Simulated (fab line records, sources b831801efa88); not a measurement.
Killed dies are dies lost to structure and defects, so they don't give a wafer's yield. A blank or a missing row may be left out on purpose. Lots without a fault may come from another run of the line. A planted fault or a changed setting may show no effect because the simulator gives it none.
Which tool did it? | flow sky130 | 6 lots, 18 wafers sampled, at 3 steps of a route of 708

WHAT THE GAUGES READ, wafer by wafer
SKY_GATE_OXIDE_THK_MEAS_02.
lot  | measured     | on            | GATE_OXIDE_OXIDATION_00_THK (nm)
L187 | day 13 17:06 | film_metro-03 | 10.00 10.05 10.03
L190 | day 14 13:32 | film_metro-02 | 9.97 9.75 9.77
L193 | day 15 10:27 | film_metro-02 | 10.03 9.85 10.11
L197 | day 17 04:12 | film_metro-03 | 12.38 12.46 12.45
L201 | day 18 15:44 | film_metro-03 | 10.07 10.02 9.93
L208 | day 20 14:23 | film_metro-01 | 10.13 10.07 10.17

WHICH TOOL RAN EACH LOT (tool, then ch and the chambers of the sampled wafers, then the start)
lot  | SKY_FIELD_ISO_STRIP_16              | SKY_GATE_OXIDE_OXIDATION_01
L187 | plasma_asher-01 ch 0,1, day 2 16:05 | furnace-02 ch 0, day 13 15:41
L190 | plasma_asher-04 ch 0,1, day 3 07:19 | furnace-02 ch 0, day 14 12:07
L193 | plasma_asher-02 ch 0,1, day 3 23:19 | furnace-02 ch 0, day 15 09:02
L197 | plasma_asher-01 ch 0,1, day 5 00:05 | furnace-02 ch 0, day 17 02:46
L201 | plasma_asher-01 ch 0,1, day 5 18:43 | furnace-01 ch 0, day 18 14:20
L208 | plasma_asher-04 ch 0,1, day 7 04:23 | furnace-01 ch 0, day 20 12:59
- SKY_FIELD_ISO_STRIP_16: strips in O2/N2.
- SKY_GATE_OXIDE_OXIDATION_01: stabilise 600 s, purge 300 s, target thk 10.268 nm.

THE ANSWER, worked out from the rows above alone
Rule: what is usual is taken from the lots themselves. Put in order of their means at a reading, lots are off if they are a third of the lots or fewer, leave a main group of 4 or more, and stand apart from it by a gap of 3 or more times the standard deviation of the main group's means; of several such gaps the widest counts. A main group whose means are all the same, to the digits that the tables above print for the reading, isn't used. A lot without any number at a reading at which 4 lots or more have one is off too. The other lots that the step has rows for count as sound.
Off: L197, at SKY_GATE_OXIDE_THK_MEAS_02 (GATE_OXIDE_OXIDATION_00_THK). The main group: mean 10.00 nm, standard deviation 0.095.
A tool fits if, at a process step before that reading, it ran every lot that is off, and no sound lot after the first of them. The gauges at SKY_GATE_OXIDE_THK_MEAS_02 are tried like those tools. One fits: furnace-02 at SKY_GATE_OXIDE_OXIDATION_01. Its last sound lot is L193 (day 15 09:02), its first lot that is off L197 (day 17 02:46): a fault that began between those two fits.

WHAT THE SIMULATOR HAD PUT IN
Process parameter drift: furnace-02, from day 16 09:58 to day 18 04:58, at SKY_GATE_OXIDE_OXIDATION_01. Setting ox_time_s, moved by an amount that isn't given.
Lots struck among those shown: L197. The rule above found the same.
